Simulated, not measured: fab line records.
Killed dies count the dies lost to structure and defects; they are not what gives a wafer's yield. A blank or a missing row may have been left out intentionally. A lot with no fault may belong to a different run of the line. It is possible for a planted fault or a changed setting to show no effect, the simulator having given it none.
Comparing a struck lot with a sound one    flow sky130    30 out of 708 route steps
Sound: these wafers, L495.2, L495.4, L495.5. Wafers struck: L489.2, L489.3, L489.6. The cause is given at the end.
For every step that has rows: the tool of each side, followed by ch and its chambers, followed by its first start. Under that, the readings that differ: sound wafers    struck wafers    difference of the means    sigmas: that difference in standard deviations of wafers without a fault.
alike: readings with means less than 2 such deviations apart, plus words and numbers identical on both sides. not compared: withheld readings, readings lacking a value on some wafer, bounds such as >300 that could conceal the same value, and numbers that have no deviation in the record and whose values overlap.
The two part at a step that has a row with sigmas, a row that says differs or no value, or rows on one side only. Numbers that don't overlap but have no deviation are shown without sigmas and don't part them. A reading missing from all wafers of one side parts the sides only when that side holds two or more wafers.

first, 5 steps without rows for these wafers: SKY_SONOS_ONO_COAT_08 (resist thk 1140 nm); SKY_SONOS_ONO_SOFTBAKE_09 (time 60 s); SKY_SONOS_ONO_EXPOSE_10 (exposes mask ONOM, target cd 410 nm); SKY_SONOS_ONO_PEB_11; SKY_SONOS_ONO_DEVELOP_12 (develop time 60 s).
SKY_SONOS_ONO_CD_MEAS_13 targets a cd of 410 nm.
  sound: cd_sem-02 at day 19 17:19; struck: cd_sem-02 at day 17 18:13
  alike: cd_nm
SKY_SONOS_ONO_OVL_MEAS_14:
  sound: overlay-02 at day 19 17:25; struck: overlay-01 at day 17 18:19
  alike: SONOS_ONO_OVL
SKY_SONOS_ONO_ETCH_15: etches the open film in CHF3/O2, target depth 19.52 nm, time 7.8 s.
  sound on rie_diel-01 ch 1,3, day 19 17:27; struck on rie_diel-01 ch 0,1,3, day 17 18:21
  alike: drypump_motor_current_A, oes_product_au, throttle_valve_pct
  not compared: rf_hours_counter_h
then, 1 step without rows for these wafers: SKY_SONOS_ONO_WET_ETCH_16 (etches SiO2 in dHF, target depth 14 nm, time 280 s).
SKY_SONOS_ONO_STRIP_17: strips in O2/N2.
  sound on plasma_asher-03 ch 1, day 19 17:34; struck on plasma_asher-01 ch 1, day 17 18:28
reading                       sound              struck             difference  sigmas
strip_time_to_endpoint_s (s)  14.08 14.13 14.13  14.04 14.01 14.01  -0.09       -2
  alike: drypump_motor_current_A, n2_flow_sccm, oes_product_au
  not compared: rf_hours_counter_h
then, 2 steps without rows for these wafers: SKY_SONOS_ONO_WET_ETCH_18 (etches Si3N4 in H3PO4, target depth 15 nm, time 172 s); SKY_GATE_OXIDE_CLEAN_00 (cleans in SC1/SC2, time 150 s).
SKY_GATE_OXIDE_OXIDATION_01: stabilise 600 s, purge 300 s, target thk 10.268 nm.
  sound on furnace-02 ch 0, day 19 17:46; struck on furnace-01 ch 0, day 17 19:49
reading                                            sound              struck                difference  sigmas
ox_time_s (s)                                      1473 1473 1473     662.85 662.85 662.85  -810.15     
zone_power_bottom_pct (%)                          26.9 26.8 26.7     30.2 30.2 30.4        +3.5        +2
model.SiO2_of_GATE_OXIDE_OXIDATION_01.thk_nm (nm)  10.44 10.51 10.45  6.147 5.992 5.972     -4.430      
  alike: ox_temp_c_max
SKY_GATE_OXIDE_THK_MEAS_02:
  sound: film_metro-03 at day 19 19:11; struck: film_metro-02 at day 17 21:14
reading                           sound              struck          difference  sigmas
GATE_OXIDE_OXIDATION_00_THK (nm)  10.42 10.51 10.49  6.17 6.01 5.93  -4.44       -25
then, 7 steps without rows for these wafers: SKY_GATE_OXIDE_DEHYDRATE_03 (time 60 s); SKY_GATE_OXIDE_HMDS_04 (prime time 60 s); SKY_GATE_OXIDE_COAT_05 (resist thk 1140 nm); SKY_GATE_OXIDE_SOFTBAKE_06 (time 60 s); SKY_GATE_OXIDE_EXPOSE_07 (exposes mask LVOM, target cd 600 nm); SKY_GATE_OXIDE_PEB_08; SKY_GATE_OXIDE_DEVELOP_09 (develop time 60 s).
SKY_GATE_OXIDE_OVL_MEAS_10:
  sound: overlay-02 at day 21 01:16; struck: overlay-02 at day 19 02:27
  alike: GATE_OXIDE_OVL
then, 2 steps without rows for these wafers: SKY_GATE_OXIDE_IMPLANT_11; SKY_GATE_OXIDE_WET_ETCH_12 (etches SiO2 in dHF, target depth 16.8 nm, time 336 s).
SKY_GATE_OXIDE_STRIP_13: strips in O2/N2.
  sound on plasma_asher-02 ch 1, day 21 01:40; struck on plasma_asher-04 ch 0,1, day 19 02:44
  alike: drypump_motor_current_A, n2_flow_sccm, oes_product_au, strip_time_to_endpoint_s
  not compared: rf_hours_counter_h
SKY_GATE_OXIDE_TW_MEAS_14:
  sound: film_metro-03 at day 21 01:46; struck: film_metro-02 at day 19 02:50
reading        sound              struck             difference  sigmas
GATE_OXIDE_TW  226.4 226.1 225.6  224.4 222.8 223.5  -2.5        -2
then, 1 step without rows for these wafers: SKY_GATE_OXIDE_CLEAN_15 (cleans in SC1/SC2, time 150 s).
SKY_GATE_OXIDE_OXIDATION_16: stabilise 600 s, purge 300 s, target thk 3.57 nm.
  sound on furnace-02 ch 0, day 21 01:52; struck on furnace-02 ch 0, day 19 03:23
reading                                            sound              struck             difference  sigmas
model.SiO2_of_GATE_OXIDE_OXIDATION_01.thk_nm (nm)  11.75 11.83 11.78  7.907 7.748 7.712  -3.998      
  alike: ox_temp_c_max, ox_time_s, zone_power_bottom_pct
then, 1 step without rows for these wafers: SKY_POLY_GATE_CVD_00 (deposits poly-Si, target thk 180 nm, time 720 s).
-- the record jumps here: 30 days lie between the struck wafers' starts before and after (it left off in module POLY_GATE and takes up again in module PAD_OPEN, whose first step shown is number 708 of the route) --
SKY_PAD_OPEN_PROBE_99:
  sound: prober-02 at day 50 08:34; struck: prober-01 at day 49 06:22
reading                                 sound                          struck                         difference  sigmas
model.etest.nfet_16v.r_on_ohm_um        1.411e+04 1.424e+04 1.418e+04  1.218e+04 1.221e+04 1.208e+04  -2.020e+03  
model.etest.pfet_16v.r_on_ohm_um        1.478e+04 1.51e+04 1.482e+04   1.4e+04 1.392e+04 1.389e+04    -9.6e+02    
model.etest.pfet_g5v0d10v5.r_on_ohm_um  4726 4741 4762                 3962 3933 3994                 -780        
model.etest.tip_sonos.rs_ohm_sq         2790 2840 2820                 2030 1994 1982                 -815        
model.etest.nfet_g5v0d10v5.r_on_ohm_um  1877 1882 1874                 1548 1523 1542                 -340        
model.etest.nfet_g5v0d10v5.drive_ua_um  602.9 602.7 602.1              868.4 882.7 885.2              +276.2      
model.etest.nfet_05v0_nvt.drive_ua_um   578 571.8 573.5                785.8 800 801                  +221.2      
model.etest.tip_p.rs_ohm_sq             6997 6904 6956                 6590 6560 6583                 -375        
  alike: killed_at_M0_to_M3, killed_at_M4_up, killed_at_contacts, killed_at_front_end, killed_at_other, killed_dies, killed_open, killed_short

WHERE THEY PART
At SKY_SONOS_ONO_STRIP_17 first; at SKY_GATE_OXIDE_TW_MEAS_14 last (within this record only). Later steps at which nothing parts them and some readings are alike: SKY_GATE_OXIDE_OXIDATION_16, SKY_PAD_OPEN_PROBE_99.

WHY: what had been put in by the simulator
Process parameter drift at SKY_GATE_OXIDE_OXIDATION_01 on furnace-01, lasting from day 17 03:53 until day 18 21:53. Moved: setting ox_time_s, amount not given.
